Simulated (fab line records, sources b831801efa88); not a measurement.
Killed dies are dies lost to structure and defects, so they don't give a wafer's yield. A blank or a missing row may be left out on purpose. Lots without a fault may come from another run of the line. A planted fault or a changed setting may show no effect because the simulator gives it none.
Split-lot experiment | flow sky130 | 5 lots, 23 wafers read, on a route of 708 steps

THE SPLIT
At SKY_VT_ADJUST_LVTN_IMPLANT_08, the setting dose_cm2 was moved away from the recipe's 1.57e+12 on 5 of the 23 wafers read, by -6.2% to -3.8%. The other wafers ran this setting at the recipe's value.

FROM THE SPLIT TO THE READING: what the file shows between them, 1 step
- SKY_VT_ADJUST_LVTN_STRIP_09: strips in O2/N2

THE READING
VT_ADJUST_LVTN_TW, at SKY_VT_ADJUST_LVTN_TW_MEAS_10. Fault-free wafers of this fab line usually give 243.0, standard deviation 1.

wafer  | tool, chamber at the split | dose_cm2 as run | against the recipe | VT_ADJUST_LVTN_TW | against lot-mates on the recipe
L074.1 | implanter-02, 0            | 1.473e+12       | -6.2%              | 238.6             | -5.5
L074.3 | implanter-02, 0            | 1.57e+12        | recipe             | 244.6             | -
L074.4 | implanter-02, 0            | 1.473e+12       | -6.2%              | 238.3             | -5.8
L074.5 | implanter-02, 0            | 1.473e+12       | -6.2%              | 238.5             | -5.6
L074.6 | implanter-02, 0            | 1.57e+12        | recipe             | 243.7             | -
L075.1 | implanter-03, 0            | 1.511e+12       | -3.8%              | 239.8             | -3.5
L075.3 | implanter-03, 0            | 1.511e+12       | -3.8%              | 239.8             | -3.5
L075.4 | implanter-03, 0            | 1.57e+12        | recipe             | 242.9             | -
L075.5 | implanter-03, 0            | 1.57e+12        | recipe             | 244.6             | -
L075.6 | implanter-03, 0            | 1.57e+12        | recipe             | 242.5             | -
L078.2 | implanter-02, 0            | 1.57e+12        | recipe             | 243.8             | -
L078.3 | implanter-02, 0            | 1.57e+12        | recipe             | 242.9             | -
L078.4 | implanter-02, 0            | 1.57e+12        | recipe             | 242.1             | -
L078.5 | implanter-02, 0            | 1.57e+12        | recipe             | 243.2             | -
L078.6 | implanter-02, 0            | 1.57e+12        | recipe             | 244.0             | -
L079.1 | implanter-02, 0            | 1.57e+12        | recipe             | 242.6             | -
L079.2 | implanter-02, 0            | 1.57e+12        | recipe             | 242.9             | -
L079.3 | implanter-02, 0            | 1.57e+12        | recipe             | 242.1             | -
L081.2 | implanter-03, 0            | 1.57e+12        | recipe             | 242.5             | -
L081.3 | implanter-03, 0            | 1.57e+12        | recipe             | 243.2             | -
L081.4 | implanter-03, 0            | 1.57e+12        | recipe             | 242.0             | -
L081.5 | implanter-03, 0            | 1.57e+12        | recipe             | 241.7             | -
L081.6 | implanter-03, 0            | 1.57e+12        | recipe             | 243.9             | -

THE FIT
A straight line over all 23 wafers: VT_ADJUST_LVTN_TW changes by +0.766 for each +1% of dose_cm2; r = +0.91; the points scatter about the line by 0.8.
The same after taking each lot's own level away (the mean of its wafers on the recipe; 23 wafers): +0.923 for each +1%; r = +0.96; scatter 0.65.
On that fit, the largest move of dose_cm2 shifts the reading by 5.7.
The lots' own levels span 242.53 to 244.15, that is 1.6 times the standard deviation above.
So the lot-to-lot level changes the slope: the two fits differ.
Check: with one of the wafers moved furthest among these (-6.2%) left out of the fit, the line predicts -5.77 for it against its lot-mates. It came out at -5.55 against them.

OTHER SPLITS ON THESE WAFERS
These wafers also went through other splits before the reading. Each is held against what the fit with the lots' levels taken away leaves over:
other split on the same wafers       | wafers away from the commonest value | r with VT_ADJUST_LVTN_TW (lot level and that fit taken away)
SKY_FIELD_ISO_EXPOSE_10 dose_mj      | 11                                   | -0.15
SKY_FIELD_ISO_ETCH_14 time_s         | 2                                    | -0.10
SKY_NWELL_IMPLANT_24 dose_cm2        | 5                                    | -0.09
SKY_VT_ADJUST_HVTP_EXPOSE_04 dose_mj | 10                                   | -0.14

THE FILE'S OWN FIT
VT_ADJUST_LVTN_TW changes by +0.925 for each +1% of dose_cm2, r = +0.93.
